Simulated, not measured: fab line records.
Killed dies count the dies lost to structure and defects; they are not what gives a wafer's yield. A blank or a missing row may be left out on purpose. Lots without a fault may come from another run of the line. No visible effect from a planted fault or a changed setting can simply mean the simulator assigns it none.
The tool behind it: which one? / flow sky130 / 14 lots, 42 wafers sampled, at 3 steps of a route of 708

WHAT THE GAUGES READ, wafer by wafer
SKY_VIA2_RS_MEAS_22: the measuring method here is four-point-probe. Usual: VIA2_W_RS typically reads 0.267 ohm/sq, with standard deviation 0.0052.
lot=L223; measured=day 36 00:19; on=film metro-02; VIA2_W_RS (ohm/sq)=0.255 0.268 0.268; flag=
lot=L227; measured=day 37 20:22; on=film metro-02; VIA2_W_RS (ohm/sq)=0.272 0.264 0.275; flag=
lot=L229; measured=day 38 01:22; on=film metro-02; VIA2_W_RS (ohm/sq)=0.261 0.272 0.261; flag=
lot=L228; measured=day 38 04:09; on=film metro-02; VIA2_W_RS (ohm/sq)=0.262 0.270 0.273; flag=
lot=L237; measured=day 40 16:22; on=film metro-02; VIA2_W_RS (ohm/sq)=0.261 0.260 0.273; flag=
lot=L239; measured=day 41 01:23; on=film metro-03; VIA2_W_RS (ohm/sq)=0.268 0.269 0.272; flag=
lot=L236; measured=day 41 06:23; on=film metro-01; VIA2_W_RS (ohm/sq)=0.271 0.271 0.261; flag=
lot=L240; measured=day 41 09:17; on=film metro-03; VIA2_W_RS (ohm/sq)=0.269 0.267 0.268; flag=
lot=L241; measured=day 41 13:59; on=film metro-02; VIA2_W_RS (ohm/sq)=0.266 0.264 0.271; flag=
lot=L242; measured=day 41 22:50; on=film metro-02; VIA2_W_RS (ohm/sq)=0.277 0.271 0.274; flag=
lot=L243; measured=day 42 10:35; on=film metro-02; VIA2_W_RS (ohm/sq)=0.272 0.272 0.272; flag=
lot=L244; measured=day 42 10:38; on=film metro-03; VIA2_W_RS (ohm/sq)=0.275 0.261 0.275; flag=
lot=L245; measured=day 42 18:38; on=film metro-01; VIA2_W_RS (ohm/sq)=0.261 0.271 0.272; flag=
lot=L246; measured=day 42 23:01; on=film metro-03; VIA2_W_RS (ohm/sq)=0.273 0.263 0.271; flag=

EACH LOT AND THE TOOL THAT RAN IT (in order: tool; ch and the chambers of the sampled wafers; start)
lot=L223; SKY_VIA2_CMP_02=cmp-01 ch 0,2, day 34 21:51; SKY_VIA2_STRIP_17=wet bench-01 ch 3, day 35 23:38
lot=L227; SKY_VIA2_CMP_02=cmp-01 ch 0,1,2, day 36 17:34; SKY_VIA2_STRIP_17=wet bench-02 ch 0, day 37 19:35
lot=L229; SKY_VIA2_CMP_02=cmp-02 ch 2,3, day 36 22:38; SKY_VIA2_STRIP_17=wet bench-03 ch 1, day 38 00:38
lot=L228; SKY_VIA2_CMP_02=cmp-02 ch 0,3, day 37 00:47; SKY_VIA2_STRIP_17=wet bench-03 ch 0, day 38 03:26
lot=L237; SKY_VIA2_CMP_02=cmp-01 ch 0,2,3, day 39 14:36; SKY_VIA2_STRIP_17=wet bench-03 ch 0, day 40 15:41
lot=L239; SKY_VIA2_CMP_02=cmp-01 ch 0,2,3, day 40 00:09; SKY_VIA2_STRIP_17=wet bench-01 ch 3, day 41 00:41
lot=L236; SKY_VIA2_CMP_02=cmp-01 ch 0,2,3, day 40 05:38; SKY_VIA2_STRIP_17=wet bench-01 ch 0, day 41 05:41
lot=L240; SKY_VIA2_CMP_02=cmp-02 ch 0,1,2, day 40 08:11; SKY_VIA2_STRIP_17=wet bench-02 ch 2, day 41 08:35
lot=L241; SKY_VIA2_CMP_02=cmp-02 ch 0,3, day 40 12:17; SKY_VIA2_STRIP_17=wet bench-03 ch 2, day 41 13:14
lot=L242; SKY_VIA2_CMP_02=cmp-02 ch 0,1,3, day 40 22:17; SKY_VIA2_STRIP_17=wet bench-02 ch 2, day 41 22:08
lot=L243; SKY_VIA2_CMP_02=cmp-01 ch 1,2, day 41 09:32; SKY_VIA2_STRIP_17=wet bench-03 ch 3, day 42 09:47
lot=L244; SKY_VIA2_CMP_02=cmp-02 ch 0,1,2, day 41 10:03; SKY_VIA2_STRIP_17=wet bench-02 ch 2, day 42 09:50
lot=L245; SKY_VIA2_CMP_02=cmp-02 ch 0,2,3, day 41 17:52; SKY_VIA2_STRIP_17=wet bench-03 ch 2, day 42 17:53
lot=L246; SKY_VIA2_CMP_02=cmp-01 ch 0,2,3, day 41 22:33; SKY_VIA2_STRIP_17=wet bench-02 ch 0, day 42 22:17
- SKY_VIA2_CMP_02: polishes SiO2.
- SKY_VIA2_STRIP_17: strips in post etch residue remover, time 1200 s.

WHAT THE TOOLS THEMSELVES READ (means of the sampled wafers that have a number; where no wafer has one, the mark that the record gives instead)
SKY_VIA2_CMP_02. Usual: motor current A at 12.0 A, with a standard deviation of 1.7.
lot=L223; tool=cmp-01; motor current A (A)=12.4; flag=
lot=L227; tool=cmp-01; motor current A (A)=11.8; flag=
lot=L229; tool=cmp-02; motor current A (A)=13.3; flag=
lot=L228; tool=cmp-02; motor current A (A)=11.9; flag=
lot=L237; tool=cmp-01; motor current A (A)=10.7; flag=
lot=L239; tool=cmp-01; motor current A (A)=10.9; flag=
lot=L236; tool=cmp-01; motor current A (A)=10.7; flag=
lot=L240; tool=cmp-02; motor current A (A)=12.8; flag=
lot=L241; tool=cmp-02; motor current A (A)=11.8; flag=
lot=L242; tool=cmp-02; motor current A (A)=12.7; flag=
lot=L243; tool=cmp-01; motor current A (A)=12.6; flag=
lot=L244; tool=cmp-02; motor current A (A)=12.9; flag=
lot=L245; tool=cmp-02; motor current A (A)=13.1; flag=
lot=L246; tool=cmp-01; motor current A (A)=11.0; flag=

SKY_VIA2_STRIP_17. Usual: bath guard temp C 72.5 C, standard deviation 0.52; bath heat duty pct 14.8 %, standard deviation 1.6.
lot=L223; tool=wet bench-01; bath guard temp C (C)=73.1; bath heat duty pct (%)=14.2; flag=
lot=L227; tool=wet bench-02; bath guard temp C (C)=-; bath heat duty pct (%)=-; flag=OFF
lot=L229; tool=wet bench-03; bath guard temp C (C)=-; bath heat duty pct (%)=-; flag=OFF
lot=L228; tool=wet bench-03; bath guard temp C (C)=71.8; bath heat duty pct (%)=13.9; flag=
lot=L237; tool=wet bench-03; bath guard temp C (C)=72.0; bath heat duty pct (%)=14.3; flag=
lot=L239; tool=wet bench-01; bath guard temp C (C)=73.3; bath heat duty pct (%)=14.5; flag=
lot=L236; tool=wet bench-01; bath guard temp C (C)=72.7; bath heat duty pct (%)=14.7; flag=
lot=L240; tool=wet bench-02; bath guard temp C (C)=72.4; bath heat duty pct (%)=13.2; flag=
lot=L241; tool=wet bench-03; bath guard temp C (C)=73.4; bath heat duty pct (%)=13.1; flag=
lot=L242; tool=wet bench-02; bath guard temp C (C)=72.2; bath heat duty pct (%)=12.7; flag=
lot=L243; tool=wet bench-03; bath guard temp C (C)=72.1; bath heat duty pct (%)=16.0; flag=
lot=L244; tool=wet bench-02; bath guard temp C (C)=72.4; bath heat duty pct (%)=13.6; flag=
lot=L245; tool=wet bench-03; bath guard temp C (C)=73.5; bath heat duty pct (%)=13.3; flag=
lot=L246; tool=wet bench-02; bath guard temp C (C)=72.7; bath heat duty pct (%)=15.6; flag=

THE ANSWER, worked out from the rows above alone
Rule: a lot counts as off when the mean over its wafers that have a number is more than 3 standard deviations away from the usual mean. A lot without any number at a reading at which 4 lots or more have one is off too. The other lots that the step has rows for count as sound. After the gauges, taken in route order, come the tools' own readings; for these a lot's mean is taken, as printed above. The first step at which some lot is off is used, and at that step the reading that is off furthest; a lot without a number counts as furthest.
Off: L227, L229, at SKY_VIA2_STRIP_17 (bath guard temp C). Without a number there: L227, L229.
If a tool, at that step or one of the process steps before it, ran each lot that is off and ran no sound lot following the first of them, it fits. No candidate that was tried fits.

WHAT THE SIMULATOR HAD PUT IN
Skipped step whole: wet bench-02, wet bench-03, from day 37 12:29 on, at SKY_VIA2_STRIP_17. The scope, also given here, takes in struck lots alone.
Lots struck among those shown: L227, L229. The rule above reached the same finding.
